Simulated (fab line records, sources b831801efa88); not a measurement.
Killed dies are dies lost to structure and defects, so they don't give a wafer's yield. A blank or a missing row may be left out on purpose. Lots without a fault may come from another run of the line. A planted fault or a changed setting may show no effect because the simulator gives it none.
fab line records | flow sky130
record lots=5 wafers=15 last_day=50
route steps=708 shown METAL5@678 PASSIVATION@681 PAD_OPEN@694
lots that met no fault: from a run of the same line without faults
start_h: hours from the record's first day to the start of the lot's first wafer shown | wait_h: hours since the lot's step before | " the same as in the row above | L1.1+2: a row that stands for several wafers | - no value, or no start given | * or withheld: withheld | < > ~ a bound
route shown NAME@n: a module of which the file shows steps, and the number in the route of the first | usual: mean/standard deviation of fault-free wafers | same: alike in all rows | chamber/n: place in a boat | sites: the reading at each site | _std_site: their standard deviation | _edge_site: outer sites' mean less inner sites' | radius_mm: how far each site lies from the wafer's centre | mask NAME#n: copy n | behind: the tool/chamber that last shaped the wafer | hold: why the lot was held/for how many hours/how that ended | device: the transistor (n, p or np) that didn't switch | end of line: the same wafers' tests at the end of the route | a step without rows: its recipe alone | killed: dies lost to structure and defects at the first sort, not the wafer's yield | map: a wafer's dies, x killed, . not, _ none there
set.NAME: the setting as run; set.NAME@STEP: as run at that earlier step | model.NAME: the simulator's own value behind a step, which no gauge read
lots at some steps of the route; a table a step, a row a wafer
services: from which hour (start_h, from the record's first day; less than 0 if before it) a tool's chamber was out of use, for how many hours, and why
## steps
# step SKY_METAL5_STRIP_17
# recipe chemistry=post_etch_residue_remover time_s=1200 temp_c=72.5
# columns lot.wafer tool chamber start_h wait_h
L075.2+4+6 wet_bench-01 3 1022.13 0.1
L076.1+5+6 wet_bench-01 0 1037.39 0.1
L079.1+3+6 wet_bench-04 1 1066.84 0.1
L084.1+2+4 wet_bench-02 0 1108.79 0.1
L096.4+5+6 wet_bench-01 0 1153.98 0.0
# step SKY_METAL5_CLEAN_18
# recipe chemistry=IPA time_s=180 temp_c=25
# columns lot.wafer tool chamber start_h wait_h
L075.2+4+6 wet_bench-02 2 1022.51 0.0
L076.1+5+6 wet_bench-02 2 1037.73 0.0
L079.1+3+6 wet_bench-01 1 1067.18 0.0
L084.1+2+4 wet_bench-04 3 1109.13 0.0
L096.4+5+6 wet_bench-01 3 1154.39 0.0
# step SKY_METAL5_CLEAN_19
# recipe chemistry=O3/DIW dry=n2_spin
# columns lot.wafer tool chamber start_h wait_h
L075.2+4+6 wet_bench-01 3 1022.57 0.0
L076.1+5+6 wet_bench-01 2 1037.79 0.0
L079.1+3+6 wet_bench-04 1 1067.24 0.0
L084.1+2+4 wet_bench-02 1 1109.19 0.0
L096.4+5+6 wet_bench-02 0 1154.53 0.0
# step SKY_PASSIVATION_CVD_00
# recipe material=SiO2 target_thk_nm=90 temp_c=400 time_s=withheld rf_w=600
# usual heater_power_w=701/81
# columns lot.wafer tool chamber start_h wait_h heater_power_w
L075.2 pecvd-03 1 1022.67 0.0 656
L075.4 " 1 " " 666
L075.6 " 0 " " 856
L076.1 pecvd-02 2 1037.88 0.0 756
L076.5 " 0 " " 653
L076.6 " 2 " " 750
L079.1 pecvd-02 0 1067.33 0.0 620
L079.3 " 1 " " 692
L079.6 " 2 " " 767
L084.1 pecvd-04 2 1109.28 0.0 723
L084.2 " 0 " " 825
L084.4 " 0 " " 820
L096.4 pecvd-03 1 1154.63 0.0 638
L096.5 " 0 " " 813
L096.6 " 2 " " 625
# step SKY_PASSIVATION_THK_MEAS_01
# recipe reads=SiO2_of_PASSIVATION_CVD_00
# usual PASSIVATION_CVD_00_THK=90.1/1.2
# columns lot.wafer tool chamber start_h wait_h PASSIVATION_CVD_00_THK[nm]
L075.2 film_metro-03 - 1022.70 - 89.9
L075.4 " - " " 90.1
L075.6 " - " " 90.2
L076.1 film_metro-03 - 1037.90 - 90.9
L076.5 " - " " 92.3
L076.6 " - " " 93.4
L079.1 film_metro-01 - 1067.35 - 89.6
L079.3 " - " " 88.0
L079.6 " - " " 91.4
L084.1 film_metro-03 - 1109.32 - 90.6
L084.2 " - " " 89.6
L084.4 " - " " 90.3
L096.4 film_metro-03 - 1154.67 - 92.3
L096.5 " - " " 90.4
L096.6 " - " " 90.3
# step SKY_PASSIVATION_CVD_02
# recipe material=Si3N4 target_thk_nm=540 temp_c=400 time_s=withheld rf_w=450
# usual heater_power_w=754/89
# columns lot.wafer tool chamber start_h wait_h heater_power_w
L075.2 pecvd-04 2 1022.75 0.0 757
L075.4 " 0 " " 743
L075.6 " 2 " " 798
L076.1 pecvd-04 2 1037.96 0.1 724
L076.5 " 2 " " 742
L076.6 " 1 " " 577
L079.1 pecvd-03 2 1067.41 0.1 758
L079.3 " 1 " " 690
L079.6 " 1 " " 712
L084.1 pecvd-03 0 1109.38 0.1 912
L084.2 " 1 " " 641
L084.4 " 0 " " 954
L096.4 pecvd-04 0 1154.81 0.1 869
L096.5 " 2 " " 690
L096.6 " 1 " " 729
# step SKY_PASSIVATION_THK_MEAS_03
# recipe reads=Si3N4_of_PASSIVATION_CVD_02
# usual PASSIVATION_CVD_02_THK=540/7.3
# columns lot.wafer tool chamber start_h wait_h PASSIVATION_CVD_02_THK[nm]
L075.2 film_metro-01 - 1023.10 - 535
L075.4 " - " " 532
L075.6 " - " " 533
L076.1 film_metro-03 - 1038.19 - 528
L076.5 " - " " 535
L076.6 " - " " 541
L079.1 film_metro-03 - 1067.64 - 544
L079.3 " - " " 537
L079.6 " - " " 548
L084.1 film_metro-02 - 1109.60 - 544
L084.2 " - " " 546
L084.4 " - " " 553
L096.4 film_metro-01 - 1154.96 - 539
L096.5 " - " " 547
L096.6 " - " " 541
# step SKY_PASSIVATION_DEHYDRATE_04
# recipe temp_c=200 time_s=60
# columns lot.wafer tool chamber start_h wait_h
L075.2+4+6 litho_track-01 0 1033.90 10.8
L076.1+5+6 litho_track-04 0 1047.80 9.6
L079.1+3+6 litho_track-04 0 1077.25 9.6
L084.1+2+4 litho_track-01 0 1116.58 7.0
L096.4+5+6 litho_track-04 0 1163.33 8.4
# step SKY_PASSIVATION_HMDS_05
# recipe prime_time_s=60 prime_temp_c=120
# usual prime_temp_c=120.00/0.13
# columns lot.wafer tool chamber start_h wait_h prime_temp_c
L075.2 litho_track-01 0 1034.05 0.1 120.06
L075.4 " 0 " " 119.85
L075.6 " 0 " " 119.96
L076.1 litho_track-04 0 1047.95 0.1 120.02
L076.5 " 0 " " 119.90
L076.6 " 0 " " 119.78
L079.1 litho_track-04 0 1077.40 0.1 120.00
L079.3 " 0 " " 119.96
L079.6 " 0 " " 119.94
L084.1 litho_track-01 0 1116.73 0.1 120.03
L084.2 " 0 " " 119.83
L084.4 " 0 " " 119.99
L096.4 litho_track-04 0 1163.48 0.1 119.73
L096.5 " 0 " " 120.09
L096.6 " 0 " " 120.09
# step SKY_PASSIVATION_COAT_06
# recipe spin_rpm=2000 resist_thk_nm=3000
# columns lot.wafer tool chamber start_h wait_h
L075.2+4+6 litho_track-01 0 1034.20 0.1
L076.1+5+6 litho_track-04 0 1048.10 0.1
L079.1+3+6 litho_track-04 0 1077.55 0.1
L084.1+2+4 litho_track-01 0 1116.88 0.1
L096.4+5+6 litho_track-04 0 1163.63 0.1
# step SKY_PASSIVATION_SOFTBAKE_07
# recipe temp_c=110 time_s=withheld
# columns lot.wafer tool chamber start_h wait_h
L075.2+4+6 litho_track-01 0 1034.36 0.1
L076.1+5+6 litho_track-04 0 1048.25 0.1
L079.1+3+6 litho_track-04 0 1077.70 0.1
L084.1+2+4 litho_track-01 0 1117.03 0.1
L096.4+5+6 litho_track-04 0 1163.80 0.1
# step SKY_PASSIVATION_EXPOSE_08
# recipe mask_id=NSM target_cd_nm=3000 na=0.57 dose_mj=260
# usual exposure_dose_mJ_cm2=259.98/0.23
# columns lot.wafer tool chamber start_h wait_h mask exposure_dose_mJ_cm2
L075.2 iline_stepper-02 0 - - NSM#0 259.94
L075.4 " 0 " " NSM#0 259.61
L075.6 " 0 " " NSM#0 260.08
L076.1 iline_stepper-01 0 - - NSM#0 260.08
L076.5 " 0 " " NSM#0 260.07
L076.6 " 0 " " NSM#0 260.01
L079.1 iline_stepper-02 0 - - NSM#0 259.92
L079.3 " 0 " " NSM#0 260.07
L079.6 " 0 " " NSM#0 259.94
L084.1 iline_stepper-01 0 - - NSM#0 259.39
L084.2 " 0 " " NSM#0 259.84
L084.4 " 0 " " NSM#0 260.24
L096.4 iline_stepper-01 0 - - NSM#0 259.83
L096.5 " 0 " " NSM#0 259.76
L096.6 " 0 " " NSM#0 259.53
# step SKY_PASSIVATION_PEB_09
# recipe temp_c=115 time_s=withheld
# columns lot.wafer tool chamber start_h wait_h
L075.2+4+6 litho_track-01 0 - -
L076.1+5+6 litho_track-01 0 - -
L079.1+3+6 litho_track-04 0 - -
L084.1+2+4 litho_track-01 0 - -
L096.4+5+6 litho_track-01 0 - -
# step SKY_PASSIVATION_DEVELOP_10
# recipe develop_time_s=60 dev_temp_c=23
# columns lot.wafer tool chamber start_h wait_h
L075.2+4+6 litho_track-01 0 - -
L076.1+5+6 litho_track-01 0 - -
L079.1+3+6 litho_track-04 0 - -
L084.1+2+4 litho_track-01 0 - -
L096.4+5+6 litho_track-01 0 - -
# step SKY_PASSIVATION_ETCH_11
# recipe chemistry=CF4/O2 target_depth_nm=725 stop_on=AlCu source_w=800 bias_w=150 pressure_mtorr=150 cf4_flow_sccm=80 O2_flow_sccm=10 time_s=161.1
# usual drypump_motor_current_A=5.8/0.32 oes_product_au=0.978/0.0072 throttle_valve_pct=5.965/0.01
# columns lot.wafer tool chamber start_h wait_h drypump_motor_current_A oes_product_au rf_hours_counter_h throttle_valve_pct
L075.2 rie_diel-01 2 1045.03 - 6.0 0.970 17 5.970
L075.4 " 3 " " 6.3 0.981 18 5.970
L075.6 " 2 " " 6.0 0.970 - 5.958
L076.1 rie_diel-03 0 1059.48 - 5.6 0.971 15 5.961
L076.5 " 0 " " 5.6 0.976 - 5.954
L076.6 " 1 " " 6.0 0.987 - 5.976
L079.1 rie_diel-03 3 1088.30 - 6.0 0.988 18 5.961
L079.3 " 2 " " 5.9 0.976 26 5.978
L079.6 " 1 " " 6.0 0.991 - 5.962
L084.1 rie_diel-03 1 1126.08 - 6.0 0.988 23 5.952
L084.2 " 3 " " 6.0 0.983 19 5.977
L084.4 " 2 " " 5.9 0.992 27 5.983
L096.4 rie_diel-04 2 1172.48 - 6.3 0.986 30 5.949
L096.5 " 3 " " 5.6 0.979 - 5.951
L096.6 " 0 " " 5.2 0.972 - 5.969
# step SKY_PASSIVATION_STRIP_12
# recipe chemistry=O2/N2 power_w=1400 pressure_mtorr=1500 platen_temp_c=withheld overash_fraction=0.7 o2_flow_sccm=3000 n2_flow_sccm=300
# usual drypump_motor_current_A=6.13/0.2 oes_product_au=0.660/0.0046 strip_time_to_endpoint_s=31.51/0.12
# columns lot.wafer tool chamber start_h wait_h drypump_motor_current_A oes_product_au rf_hours_counter_h strip_time_to_endpoint_s
L075.2 plasma_asher-03 0 1045.13 0.1 6.44 0.664 89 31.34
L075.4 " 0 " " 6.48 0.654 - 31.32
L075.6 " 1 " " 5.79 0.656 - 31.36
L076.1 plasma_asher-03 0 1059.58 0.1 6.48 0.657 91 31.55
L076.5 " 1 " " 5.79 0.653 - 31.53
L076.6 " 0 " " 6.46 0.664 - 31.46
L079.1 plasma_asher-01 0 1088.41 0.1 6.16 0.657 2 31.58
L079.3 " 1 " " 6.12 0.653 - 31.46
L079.6 " 0 " " 6.15 0.664 - 31.43
L084.1 plasma_asher-04 0 1126.18 0.1 6.02 0.654 34 31.41
L084.2 " 1 " " 6.28 0.664 34 31.53
L084.4 " 1 " " 6.29 0.665 - 31.42
L096.4 plasma_asher-04 0 1172.62 0.1 6.00 0.663 - 31.55
L096.5 " 0 " " 6.01 0.660 - 31.35
L096.6 " 1 " " 6.30 0.658 - 31.34
# step SKY_PAD_OPEN_DEHYDRATE_00
# recipe temp_c=200 time_s=60
# columns lot.wafer tool chamber start_h wait_h
L075.2+4+6 litho_track-01 0 1055.40 10.2
L076.1+5+6 litho_track-03 0 1069.21 9.6
L079.1+3+6 litho_track-02 0 1097.17 8.7
L084.1+2+4 litho_track-01 0 1134.43 8.2
L096.4+5+6 litho_track-02 0 1179.65 7.0
# step SKY_PAD_OPEN_HMDS_01
# recipe prime_time_s=60 prime_temp_c=120
# usual prime_temp_c=120.02/0.15
# columns lot.wafer tool chamber start_h wait_h prime_temp_c
L075.2 litho_track-01 0 1055.55 0.1 120.24
L075.4 " 0 " " 120.27
L075.6 " 0 " " 120.07
L076.1 litho_track-03 0 1069.36 0.1 119.96
L076.5 " 0 " " 119.89
L076.6 " 0 " " 120.12
L079.1 litho_track-02 0 1097.32 0.1 119.92
L079.3 " 0 " " 119.88
L079.6 " 0 " " 119.98
L084.1 litho_track-01 0 1134.58 0.1 119.71
L084.2 " 0 " " 119.84
L084.4 " 0 " " 120.05
L096.4 litho_track-02 0 1179.80 0.1 119.98
L096.5 " 0 " " 120.21
L096.6 " 0 " " 120.03
# step SKY_PAD_OPEN_COAT_02
# recipe spin_rpm=2000 resist_thk_nm=3000
# columns lot.wafer tool chamber start_h wait_h
L075.2+4+6 litho_track-01 0 1055.70 0.1
L076.1+5+6 litho_track-03 0 1069.51 0.1
L079.1+3+6 litho_track-02 0 1097.47 0.1
L084.1+2+4 litho_track-01 0 1134.73 0.1
L096.4+5+6 litho_track-02 0 1179.95 0.1
# step SKY_PAD_OPEN_SOFTBAKE_03
# recipe temp_c=110 time_s=withheld
# columns lot.wafer tool chamber start_h wait_h
L075.2+4+6 litho_track-01 0 1055.86 0.1
L076.1+5+6 litho_track-03 0 1069.66 0.1
L079.1+3+6 litho_track-02 0 1097.62 0.1
L084.1+2+4 litho_track-01 0 1134.88 0.1
L096.4+5+6 litho_track-02 0 1180.12 0.1
# step SKY_PAD_OPEN_EXPOSE_04
# recipe mask_id=PDM target_cd_nm=60000 na=0.57 dose_mj=260
# usual exposure_dose_mJ_cm2=260.00/0.29
# columns lot.wafer tool chamber start_h wait_h mask exposure_dose_mJ_cm2
L075.2 iline_stepper-02 0 - - PDM#0 260.16
L075.4 " 0 " " PDM#0 260.05
L075.6 " 0 " " PDM#0 260.31
L076.1 iline_stepper-01 0 - - PDM#0 260.22
L076.5 " 0 " " PDM#0 260.04
L076.6 " 0 " " PDM#0 260.23
L079.1 iline_stepper-01 0 - - PDM#0 259.94
L079.3 " 0 " " PDM#0 259.87
L079.6 " 0 " " PDM#0 259.95
L084.1 iline_stepper-02 0 - - PDM#0 260.60
L084.2 " 0 " " PDM#0 260.17
L084.4 " 0 " " PDM#0 260.10
L096.4 iline_stepper-02 0 - - PDM#0 259.64
L096.5 " 0 " " PDM#0 259.95
L096.6 " 0 " " PDM#0 259.80
# step SKY_PAD_OPEN_PEB_05
# recipe temp_c=115 time_s=withheld
# columns lot.wafer tool chamber start_h wait_h
L075.2+4+6 litho_track-03 0 - -
L076.1+5+6 litho_track-01 0 - -
L079.1+3+6 litho_track-01 0 - -
L084.1+2+4 litho_track-02 0 - -
L096.4+5+6 litho_track-02 0 - -
# step SKY_PAD_OPEN_DEVELOP_06
# recipe develop_time_s=60 dev_temp_c=22.15
# columns lot.wafer tool chamber start_h wait_h
L075.2+4+6 litho_track-03 0 - -
L076.1+5+6 litho_track-01 0 - -
L079.1+3+6 litho_track-01 0 - -
L084.1+2+4 litho_track-02 0 - -
L096.4+5+6 litho_track-02 0 - -
# step SKY_PAD_OPEN_ETCH_07
# recipe chemistry=CF4/O2 target_depth_nm=725 stop_on=AlCu source_w=800 bias_w=150 pressure_mtorr=150 cf4_flow_sccm=80 O2_flow_sccm=10 time_s=161.1
# usual drypump_motor_current_A=5.6/0.42 oes_product_au=0.978/0.0072 throttle_valve_pct=5.964/0.0092
# columns lot.wafer tool chamber start_h wait_h drypump_motor_current_A oes_product_au rf_hours_counter_h throttle_valve_pct
L075.2 rie_diel-03 1 1066.11 - 6.0 0.968 21 5.966
L075.4 " 0 " " 5.6 0.972 15 5.967
L075.6 " 1 " " 6.0 0.973 - 5.967
L076.1 rie_diel-02 2 1079.98 - 5.8 0.977 14 5.941
L076.5 " 0 " " 5.7 0.976 - 5.968
L076.6 " 3 " " 5.0 0.984 - 5.971
L079.1 rie_diel-03 0 1108.03 - 5.6 0.969 16 5.970
L079.3 " 2 " " 5.9 0.985 26 5.967
L079.6 " 2 " " 5.9 0.984 - 5.960
L084.1 rie_diel-04 1 1144.37 - 5.0 0.975 21 5.961
L084.2 " 2 " " 6.3 0.984 29 5.944
L084.4 " 3 " " 5.6 0.990 31 5.971
L096.4 rie_diel-03 3 1188.42 - 6.1 0.973 21 5.957
L096.5 " 0 " " 5.5 0.985 - 5.976
L096.6 " 1 " " 6.0 0.984 - 5.980
# step SKY_PAD_OPEN_STRIP_08
# recipe chemistry=O2/N2 power_w=1400 pressure_mtorr=1500 platen_temp_c=withheld overash_fraction=0.7 o2_flow_sccm=3000 n2_flow_sccm=300
# usual drypump_motor_current_A=5.98/0.29 oes_product_au=0.663/0.0044 strip_time_to_endpoint_s=37.01/0.093
# columns lot.wafer tool chamber start_h wait_h drypump_motor_current_A oes_product_au rf_hours_counter_h strip_time_to_endpoint_s
L075.2 plasma_asher-02 1 1066.22 0.1 5.56 0.666 64 36.91
L075.4 " 0 " " 5.91 0.664 - 36.92
L075.6 " 1 " " 5.56 0.658 - 36.88
L076.1 plasma_asher-02 1 1080.08 0.1 5.55 0.663 66 36.92
L076.5 " 1 " " 5.55 0.663 - 37.00
L076.6 " 0 " " 5.92 0.660 - 37.02
L079.1 plasma_asher-04 0 1108.13 0.1 6.01 0.661 33 37.08
L079.3 " 0 " " 5.99 0.661 - 37.02
L079.6 " 0 " " 6.00 0.665 - 37.04
L084.1 plasma_asher-02 1 1144.48 0.1 5.58 0.666 71 37.09
L084.2 " 0 " " 5.93 0.666 71 37.13
L084.4 " 1 " " 5.57 0.659 - 37.19
L096.4 plasma_asher-04 1 1188.56 0.1 6.29 0.662 - 37.10
L096.5 " 0 " " 5.98 0.662 - 37.01
L096.6 " 1 " " 6.29 0.667 - 37.08
# step SKY_PAD_OPEN_STRIP_09
# recipe chemistry=post_etch_residue_remover time_s=1200 temp_c=72.5
# columns lot.wafer tool chamber start_h wait_h
L075.2+4+6 wet_bench-02 2 1066.32 0.1
L076.1+5+6 wet_bench-04 0 1080.18 0.1
L079.1+3+6 wet_bench-03 0 1108.43 0.3
L084.1+2+4 wet_bench-02 3 1144.58 0.1
L096.4+5+6 wet_bench-02 0 1188.63 0.0
# step SKY_PAD_OPEN_CLEAN_10
# recipe chemistry=IPA time_s=180 temp_c=25
# columns lot.wafer tool chamber start_h wait_h
L075.2+4+6 wet_bench-04 2 1066.66 0.0
L076.1+5+6 wet_bench-02 2 1080.52 0.0
L079.1+3+6 wet_bench-04 3 1108.80 0.0
L084.1+2+4 wet_bench-04 0 1144.92 0.0
L096.4+5+6 wet_bench-04 1 1189.00 0.0
# step SKY_PAD_OPEN_CLEAN_11
# recipe chemistry=O3/DIW dry=n2_spin
# columns lot.wafer tool chamber start_h wait_h
L075.2+4+6 wet_bench-02 1 1066.72 0.0
L076.1+5+6 wet_bench-04 0 1080.58 0.0
L079.1+3+6 wet_bench-03 2 1108.86 0.0
L084.1+2+4 wet_bench-02 3 1144.98 0.0
L096.4+5+6 wet_bench-03 3 1189.06 0.0
# step SKY_PAD_OPEN_ANNEAL_12
# recipe temp_c=400 time_s=withheld ambient=N2/H2 idle_temp_c=300 ramp_up_c_per_min=8 ramp_down_c_per_min=4
# usual spike_tc_centre_C=401.3/1.6 spike_tc_upper_C=399.0/1
# columns lot.wafer tool chamber start_h wait_h spike_tc_centre_C spike_tc_upper_C
L075.2 furnace-02 0 1066.81 0.0 399.7 400.0
L075.4 " 0 " " 400.3 399.5
L075.6 " 0 " " 399.0 398.5
L076.1 furnace-01 0 1080.67 0.0 402.7 399.7
L076.5 " 0 " " 401.5 400.2
L076.6 " 0 " " 401.1 398.6
L079.1 furnace-02 0 1108.96 0.0 400.0 396.9
L079.3 " 0 " " 400.3 398.6
L079.6 " 0 " " 399.5 398.4
L084.1 furnace-02 0 1145.07 0.0 399.7 398.8
L084.2 " 0 " " 398.9 397.8
L084.4 " 0 " " 398.6 399.6
L096.4 furnace-02 0 1189.15 0.0 401.3 398.0
L096.5 " 0 " " 400.5 398.6
L096.6 " 0 " " 399.7 398.2
# step SKY_PAD_OPEN_BOW_MEAS_13
# recipe mode=bow
# usual PAD_OPEN_BOW=46/10
# columns lot.wafer tool chamber start_h wait_h PAD_OPEN_BOW[um]
L075.2 film_metro-02 - 1068.33 - 52
L075.4 " - " " 48
L075.6 " - " " 54
L076.1 film_metro-01 - 1082.17 - 41
L076.5 " - " " 35
L076.6 " - " " 29
L079.1 film_metro-01 - 1110.49 - 56
L079.3 " - " " 47
L079.6 " - " " 52
L084.1 film_metro-04 - 1146.57 - 45
L084.2 " - " " 56
L084.4 " - " " 54
L096.4 film_metro-02 - 1190.71 - 58
L096.5 " - " " 60
L096.6 " - " " 63
# step SKY_PAD_OPEN_PROBE_99
# usual defect_limited_yield=82.5/1.9 killed_at_M0_to_M3=44/7.3 killed_at_M4_up=3.1/1.9 killed_at_contacts=24/5.3 killed_at_front_end=15/4 killed_at_other=0.4/0.6 killed_dies=86/9.2 killed_open=47/6.9 killed_short=39/6.9 sort_bin_3_pad_short=0.8/0.41 sort_bin_5_function=10.6/1.5 sort_bin_6_memory=6.1/1.1 sort_n_pass=406/9.2 sort_yield_pct=82.5/1.9
# same gross_dies=492 killed_at_back_side=0 sort_bin_4_leakage[%]=0 sort_bin_8_speed[%]=0
# columns lot.wafer tool chamber start_h wait_h defect_limited_yield[%] killed_at_M0_to_M3 killed_at_M4_up killed_at_contacts killed_at_front_end killed_at_other killed_dies killed_open killed_short sort_bin_3_pad_short[%] sort_bin_5_function[%] sort_bin_6_memory[%] sort_n_pass sort_yield_pct[%]
L076.1 prober-02 - 1082.29 0.1 84.8 35 1 22 16 1 75 42 33 0.6 9.8 4.9 417 84.8
L076.5 prober-02 - 1082.49 0.2 82.3 42 1 26 18 0 87 46 41 0.4 12.6 4.7 405 82.3
L076.6 prober-02 - 1082.54 0.2 84.3 44 3 18 12 0 77 39 38 0.2 10.6 4.9 415 84.3
L079.1 prober-01 - 1110.61 0.1 84.8 40 3 16 16 0 75 41 34 0.4 9.3 5.5 417 84.8
L079.3 prober-01 - 1110.71 0.2 83.1 49 2 16 16 0 83 48 34 1.4 9.8 5.7 409 83.1
L079.6 prober-01 - 1110.86 0.2 84.6 41 1 20 14 0 76 46 30 0.8 9.6 5.1 416 84.6
# killed by level:class
L076.1 VIA1:geometric_particle:open=9 CONTACT:geometric_particle:open=8 LI_CONTACT:geometric_particle:open=7 FIELD_ISO:geometric_particle:short=6 VIA3:geometric_particle:open=5 FIELD_ISO:geometric_particle:open=4 VIA1:geometric_particle:short=4 METAL2:geometric_particle:short=4
L076.5 VIA3:geometric_particle:open=9 CONTACT:geometric_particle:short=8 VIA2:geometric_particle:open=8 METAL2:geometric_particle:short=6 LOCAL_INTERCONNECT:geometric_particle:short=6 CONTACT:geometric_particle:open=6 POLY_GATE:geometric_particle:open=5 VIA1:geometric_particle:open=5
L076.6 VIA1:geometric_particle:open=14 LI_CONTACT:geometric_particle:open=6 METAL2:geometric_particle:short=6 VIA3:geometric_particle:short=5 CONTACT:geometric_particle:short=5 VIA2:geometric_particle:open=5 CONTACT:geometric_particle:open=4 METAL1:geometric_particle:short=4
L079.1 VIA3:geometric_particle:open=10 VIA1:geometric_particle:open=9 FIELD_ISO:geometric_particle:short=5 CONTACT:geometric_particle:open=5 CONTACT:geometric_particle:short=5 FIELD_ISO:geometric_particle:open=3 SPACER:geometric_particle:open=3 METAL1:geometric_particle:short=3
L079.3 VIA1:geometric_particle:open=14 VIA3:geometric_particle:open=8 METAL2:geometric_particle:short=7 LI_CONTACT:geometric_particle:open=6 POLY_GATE:geometric_particle:open=5 VIA2:geometric_particle:open=5 VIA2:geometric_particle:short=4 CONTACT:geometric_particle:open=4
L079.6 VIA1:geometric_particle:open=14 LI_CONTACT:geometric_particle:open=7 VIA2:geometric_particle:open=6 VIA3:geometric_particle:open=6 CONTACT:geometric_particle:open=5 FIELD_ISO:geometric_particle:short=4 CONTACT:geometric_particle:short=4 METAL2:geometric_particle:short=4
## services
# columns tool chamber start_h hours kind
furnace-02 - 1002.97 3.2 pm
pecvd-03 0 1004.51 6.2 repair
pecvd-04 - 1013.90 1.2 repair
iline_stepper-02 - 1020.46 8.6 repair
furnace-02 - 1030.34 3.7 pm
rie_diel-04 - 1051.01 0.2 repair
pecvd-03 - 1052.02 2.8 pm
pecvd-04 1 1065.07 4.0 repair
rie_diel-03 - 1074.05 0.7 repair
plasma_asher-02 - 1081.92 1.0 repair
pecvd-03 2 1087.92 3.4 repair
rie_diel-03 2 1089.78 10.4 repair
furnace-02 - 1094.95 4.1 pm
rie_diel-03 - 1099.49 0.6 repair
iline_stepper-02 - 1109.04 1.7 pm
plasma_asher-04 - 1113.86 2.3 repair
iline_stepper-02 - 1116.59 0.8 repair
pecvd-04 - 1116.62 6.0 pm
rie_diel-03 1 1121.95 1.2 repair
plasma_asher-02 - 1129.80 4.1 repair
wet_bench-04 - 1140.01 4.4 pm
plasma_asher-04 - 1141.20 5.0 repair
wet_bench-04 - 1147.30 2.4 repair
iline_stepper-02 - 1162.83 4.3 pm
## key
fault none
